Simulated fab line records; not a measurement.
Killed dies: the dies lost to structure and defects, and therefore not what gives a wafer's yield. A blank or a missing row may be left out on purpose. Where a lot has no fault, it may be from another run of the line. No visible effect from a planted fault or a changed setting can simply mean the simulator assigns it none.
fab line records | flow sfq-line | part 2 of 2: steps 33 to 43 of 43
[record] lots = 5 | wafers = 15 | last-day = 96
route steps=325 shown L0@7 L0V@16 M0@28 I0@43
lots with no fault: from the same line, run without faults
start-h: hours from the record's opening day to when the first of the lot's shown wafers began | wait-h: hours from the lot's prior step to this one | " identical to the entry in the row above | L1.1+2: one row covering several wafers at once | - either no value or no given start | * or withheld: withheld | < > ~ a bound
route shown NAME@n: names a module that has steps shown in the file, with the first one's number in the route | usual: mean/standard deviation taken from wafers without a fault | same: alike in all rows | chamber/n: place in a boat | sites: readings site by site | _std_site: their standard deviation | _edge_site: mean of outer sites minus mean of inner sites | radius-mm: for every site, how far away it sits from the centre of the wafer | mask NAME#n: copy n | behind: tool/chamber where the wafer was last shaped | hold: what put the lot on hold/how long, in hours/how the hold closed | device: the n, p or np transistor that did not switch | end of line: the route-end tests of the same wafers | a step with no rows: only its recipe | killed: dies that structure and defects cost at the first sort, which is not the same as the wafer's yield | map: the dies of a wafer, with x for killed, . for not killed, _ for no die there
set.NAME: the setting the step ran with; set.NAME@STEP: the setting that earlier step ran with | model.NAME: the simulator's own value behind a step, which no gauge read
lots at some steps of the route; a table a step, a row a wafer
services: from which hour (start-h, from the record's first day; less than 0 if before it) a tool's chamber was out of use, for how many hours, and why
[[steps]]
[step SFQ_TRILAYER_M0_ETCH_METAL_ETCH_024]
[recipe] target = Nb | stop-on = SiO2 | mask-material = PR | chemistry = Cl2/Ar | target-depth-nm = 240 | icp-w = 600 | bias-w = 80 | pressure-mtorr = 10 | time-s = 120
[usual] drypump-motor-current-A = 5.9/0.34 | oes-product-au = 0.896/0.007
lot.wafer | tool         | chamber | start-h | wait-h | drypump-motor-current-A | oes-product-au | rf-hours-counter-h
L079.2    | rie-metal-04 | 0       | 317.14  | 0.0    | 5.7                     | 0.899          | 19
L079.3    | "            | 0       | "       | "      | 5.7                     | 0.899          | -
L079.5    | "            | 1       | "       | "      | 6.4                     | 0.896          | -
L084.1    | rie-metal-04 | 0       | 360.47  | 0.0    | 5.7                     | 0.880          | 23
L084.3    | "            | 0       | "       | "      | 5.7                     | 0.888          | -
L084.4    | "            | 1       | "       | "      | 6.4                     | 0.895          | -
L089.2    | rie-metal-03 | 1       | 396.59  | 0.0    | 5.8                     | 0.895          | 80
L089.3    | "            | 1       | "       | "      | 5.8                     | 0.899          | -
L089.6    | "            | 1       | "       | "      | 5.8                     | 0.892          | -
L090.3    | rie-metal-03 | 0       | 408.64  | 0.1    | 6.3                     | 0.891          | -
L090.5    | "            | 0       | "       | "      | 6.3                     | 0.887          | -
L090.6    | "            | 1       | "       | "      | 5.8                     | 0.893          | -
L097.1    | rie-metal-04 | 0       | 480.43  | 0.0    | 5.7                     | 0.895          | 40
L097.3    | "            | 0       | "       | "      | 5.7                     | 0.898          | -
L097.4    | "            | 1       | "       | "      | 6.3                     | 0.888          | -
[step SFQ_TRILAYER_M0_STRIP_STRIP_025]
[recipe] gas = O2 | power-w = 200 | platen-temp-c = 40 | overash-fraction = 0.65 | chemistry = O2 | pressure-mtorr = 50
[usual] drypump-motor-current-A = 5.9/0.35 | oes-product-au = 0.997/0.0073
lot.wafer | tool         | chamber | start-h | wait-h | drypump-motor-current-A | oes-product-au | rf-hours-counter-h
L079.2    | rie-metal-04 | 0       | 317.27  | 0.1    | 5.7                     | 0.984          | 19
L079.3    | "            | 0       | "       | "      | 5.7                     | 0.996          | -
L079.5    | "            | 1       | "       | "      | 6.4                     | 0.991          | -
L084.1    | rie-metal-04 | 0       | 360.59  | 0.1    | 5.7                     | 0.985          | 23
L084.3    | "            | 0       | "       | "      | 5.7                     | 0.991          | -
L084.4    | "            | 1       | "       | "      | 6.4                     | 0.993          | -
L089.2    | rie-metal-03 | 1       | 396.72  | 0.1    | 5.8                     | 1.008          | 80
L089.3    | "            | 1       | "       | "      | 5.8                     | 1.001          | -
L089.6    | "            | 1       | "       | "      | 5.8                     | 1.005          | -
L090.3    | rie-metal-03 | 0       | 408.92  | 0.2    | 6.3                     | 1.002          | -
L090.5    | "            | 0       | "       | "      | 6.4                     | 1.008          | -
L090.6    | "            | 1       | "       | "      | 5.8                     | 1.003          | -
L097.1    | rie-metal-04 | 0       | 480.55  | 0.1    | 5.7                     | 0.989          | 40
L097.3    | "            | 0       | "       | "      | 5.7                     | 0.988          | -
L097.4    | "            | 1       | "       | "      | 6.4                     | 0.997          | -
[step SFQ_TRILAYER_M0_STRIP_SOLV_CLEAN_026]
[recipe] chemistry = NMP | temp-c = 70 | time-s = 600
lot.wafer  | tool         | chamber | start-h | wait-h
L079.2+3+5 | wet-bench-01 | 2,1,4   | 317.87  | 0.4
L084.1+3+4 | wet-bench-03 | 4,5,2   | 361.19  | 0.4
L089.2+3+6 | wet-bench-04 | 4,5,3   | 397.32  | 0.4
L090.3+5+6 | wet-bench-04 | 7,0,1   | 409.32  | 0.2
L097.1+3+4 | wet-bench-03 | 2,1,5   | 481.15  | 0.4
[step SFQ_TRILAYER_I0_DEP_PECVD_027]
[recipe] material = SiO2 | temp-c = 150 | time-s = 111.11 | pressure-torr = 2.4 | rf-w = 183.3 | precursor = SiH4/N2O | target-thk-nm = 500
[usual] heater-power-w = 79/13 | throttle-valve-pct = 23.6/0.83
lot.wafer | tool     | chamber | start-h | wait-h | heater-power-w | throttle-valve-pct
L079.2    | pecvd-03 | 0       | 318.04  | 0.0    | 70             | 22.1
L079.3    | "        | 1       | "       | "      | 77             | 22.9
L079.5    | "        | 1       | "       | "      | 81             | 23.2
L084.1    | pecvd-01 | 2       | 361.37  | 0.0    | 70             | 24.1
L084.3    | "        | 0       | "       | "      | 83             | 24.5
L084.4    | "        | 1       | "       | "      | 76             | 24.7
L089.2    | pecvd-02 | 1       | 397.49  | 0.0    | 53             | 23.6
L089.3    | "        | 1       | "       | "      | 56             | 23.4
L089.6    | "        | 0       | "       | "      | 95             | 23.9
L090.3    | pecvd-02 | 1       | 409.53  | 0.0    | 58             | 23.6
L090.5    | "        | 1       | "       | "      | 60             | 23.5
L090.6    | "        | 0       | "       | "      | 79             | 24.1
L097.1    | pecvd-03 | 1       | 481.33  | 0.0    | 88             | 23.0
L097.3    | "        | 2       | "       | "      | 92             | 21.9
L097.4    | "        | 2       | "       | "      | 92             | 22.0
[step SFQ_TRILAYER_I0_CMP_CMP_028]
[recipe] material = SiO2 | down-force-psi = 3 | platen-rpm = 60 | pad-velocity-m-s = 0.94248
[usual] motor-current-A = 10.2/1.1 | time-to-endpoint-s = 219/6.2
lot.wafer | tool   | chamber | start-h | wait-h | motor-current-A | time-to-endpoint-s
L079.2    | cmp-02 | 2       | 318.12  | 0.0    | 11.4            | 210
L079.3    | "      | 1       | 319.62  | 1.5    | 11.5            | 211
L079.5    | "      | 2       | "       | "      | 11.0            | 214
L084.3    | cmp-02 | 1       | 362.13  | 0.7    | 12.1            | 209
L084.4    | "      | 2       | "       | "      | 11.3            | 218
L084.1    | "      | 3       | "       | "      | 9.3             | 227
L089.3    | cmp-01 | 3       | 399.40  | 1.8    | 9.9             | 207
L089.2    | "      | 2       | 400.90  | 3.4    | 10.5            | 205
L089.6    | "      | 3       | "       | "      | 10.6            | 219
L090.3    | cmp-01 | 0       | 410.11  | 0.5    | 10.6            | 226
L090.5    | "      | 3       | 411.61  | 2.0    | 10.3            | 221
L090.6    | "      | 0       | "       | "      | 9.9             | 227
L097.4    | cmp-01 | 1       | 482.00  | 0.6    | 9.6             | 226
L097.3    | "      | 2       | "       | "      | 10.7            | 215
L097.1    | "      | 3       | "       | "      | 10.4            | 215
[step SFQ_I0_BOW_MEAS_907]
[recipe] mode = bow
[usual] I0_BOW = 1/7.6
lot.wafer | tool          | chamber | start-h | wait-h | I0_BOW[um]
L079.2    | film-metro-02 | -       | 321.14  | 2.5    | -14
L079.3    | "             | -       | "       | "      | -8
L079.5    | "             | -       | "       | "      | -7
L084.1    | film-metro-02 | -       | 364.63  | 1.0    | 1
L084.3    | "             | -       | "       | "      | 21
L084.4    | "             | -       | "       | "      | -2
L089.2    | film-metro-02 | -       | 402.42  | 1.0    | 5
L089.3    | "             | -       | "       | "      | 7
L089.6    | "             | -       | "       | "      | -1
L090.3    | film-metro-04 | -       | 412.65  | 2.0    | 4
L090.5    | "             | -       | "       | "      | -4
L090.6    | "             | -       | "       | "      | -14
L097.1    | film-metro-04 | -       | 485.00  | 1.5    | 5
L097.3    | "             | -       | "       | "      | 15
L097.4    | "             | -       | "       | "      | -9
[step SFQ_TRILAYER_I0_METRO_MEASURE_029]
[usual] thk-nm = 198.5/1.1
lot.wafer | tool          | chamber | start-h | wait-h | thk-nm
L079.2    | film-metro-02 | -       | 321.44  | 0.3    | 197.3
L079.3    | "             | -       | "       | "      | 196.7
L079.5    | "             | -       | "       | "      | 198.2
L084.1    | film-metro-02 | -       | 364.75  | 0.1    | 197.0
L084.3    | "             | -       | "       | "      | 196.6
L084.4    | "             | -       | "       | "      | 197.5
L089.2    | film-metro-02 | -       | 402.72  | 0.3    | 199.5
L089.3    | "             | -       | "       | "      | 198.5
L089.6    | "             | -       | "       | "      | 199.0
L090.3    | film-metro-04 | -       | 413.13  | 0.5    | 199.6
L090.5    | "             | -       | "       | "      | 198.8
L090.6    | "             | -       | "       | "      | 198.6
L097.1    | film-metro-04 | -       | 485.12  | 0.1    | 200.3
L097.3    | "             | -       | "       | "      | 200.1
L097.4    | "             | -       | "       | "      | 199.9
[step SFQ_TRILAYER_I0_VIA_LITHO_COAT_036]
[recipe] resist = BARC | spin-rpm = 3000 | resist-thk-nm = 62
lot.wafer  | tool           | chamber | start-h | wait-h
L079.2+3+5 | litho-track-03 | 0       | 322.49  | 0.8
L084.1+3+4 | litho-track-01 | 0       | 365.95  | 1.0
L089.2+3+6 | litho-track-03 | 0       | 403.77  | 0.8
L090.3+5+6 | litho-track-04 | 0       | 414.03  | 0.7
L097.1+3+4 | litho-track-01 | 0       | 486.32  | 1.0
[step SFQ_TRILAYER_I0_VIA_LITHO_COAT_031]
[recipe] resist = KrF | spin-rpm = 3000 | resist-thk-nm = 650
lot.wafer  | tool           | chamber | start-h | wait-h
L079.2+3+5 | litho-track-03 | 0       | 322.79  | 0.2
L084.1+3+4 | litho-track-01 | 0       | 366.25  | 0.2
L089.2+3+6 | litho-track-03 | 0       | 404.07  | 0.2
L090.3+5+6 | litho-track-04 | 0       | 414.33  | 0.2
L097.1+3+4 | litho-track-01 | 0       | 486.62  | 0.2
[step SFQ_TRILAYER_I0_VIA_LITHO_SOFTBAKE_035]
[recipe] temp-c = withheld | time-s = withheld | resist = KrF
lot.wafer  | tool           | chamber | start-h | wait-h
L079.2+3+5 | litho-track-03 | 0       | 323.07  | 0.2
L084.1+3+4 | litho-track-01 | 0       | 366.55  | 0.2
L089.2+3+6 | litho-track-03 | 0       | 404.34  | 0.2
L090.3+5+6 | litho-track-04 | 0       | 414.58  | 0.2
L097.1+3+4 | litho-track-01 | 0       | 486.92  | 0.2
[step SFQ_TRILAYER_I0_VIA_LITHO_EXPOSE_032]
[recipe] mask-id = I0 | na = 0.6 | source-shape = conventional | sigma-outer = 0.65 | target-cd-nm = 500 | dose-mj = 21.6
[same] na = 0.6
lot.wafer  | tool           | chamber | start-h | wait-h | mask
L079.2+3+5 | krf-scanner-02 | 0       | 463.43  | -      | I0#0
L084.1+3+4 | krf-scanner-01 | 0       | 512.83  | -      | I0#0
L089.2+3+6 | krf-scanner-01 | 0       | 544.23  | -      | I0#0
L090.3+5+6 | krf-scanner-02 | 0       | 568.78  | -      | I0#0
L097.1+3+4 | krf-scanner-02 | 0       | 641.31  | -      | I0#0
[[services]]
tool           | chamber | start-h | hours | kind
krf-scanner-02 | -       | 19.18   | 1.0   | pm
krf-scanner-01 | -       | 38.56   | 1.0   | pm
krf-scanner-01 | -       | 56.26   | 4.4   | pm
krf-scanner-02 | -       | 65.20   | 1.3   | pm
krf-scanner-01 | -       | 122.93  | 0.8   | pm
rie-metal-04   | -       | 126.08  | 0.9   | repair
krf-scanner-01 | -       | 140.21  | 1.3   | pm
krf-scanner-01 | -       | 141.16  | 0.4   | repair
krf-scanner-02 | -       | 142.48  | 11.6  | pm
krf-scanner-02 | -       | 160.03  | 0.8   | pm
rie-metal-04   | 1       | 176.91  | 3.1   | repair
krf-scanner-02 | -       | 180.81  | 0.9   | repair
rie-metal-04   | -       | 183.32  | 76.1  | repair
krf-scanner-02 | -       | 188.96  | 1.0   | pm
krf-scanner-01 | -       | 207.43  | 1.0   | pm
krf-scanner-01 | -       | 234.96  | 3.6   | pm
krf-scanner-02 | -       | 241.56  | 1.3   | pm
rie-metal-04   | -       | 262.11  | 0.1   | repair
rie-metal-04   | -       | 286.44  | 1.4   | pm
krf-scanner-01 | -       | 292.52  | 0.8   | pm
krf-scanner-01 | -       | 315.34  | 1.3   | pm
rie-metal-04   | 0       | 336.73  | 6.2   | repair
rie-metal-04   | 0       | 403.94  | 4.1   | repair
rie-metal-04   | 0       | 508.99  | 12.4  | repair
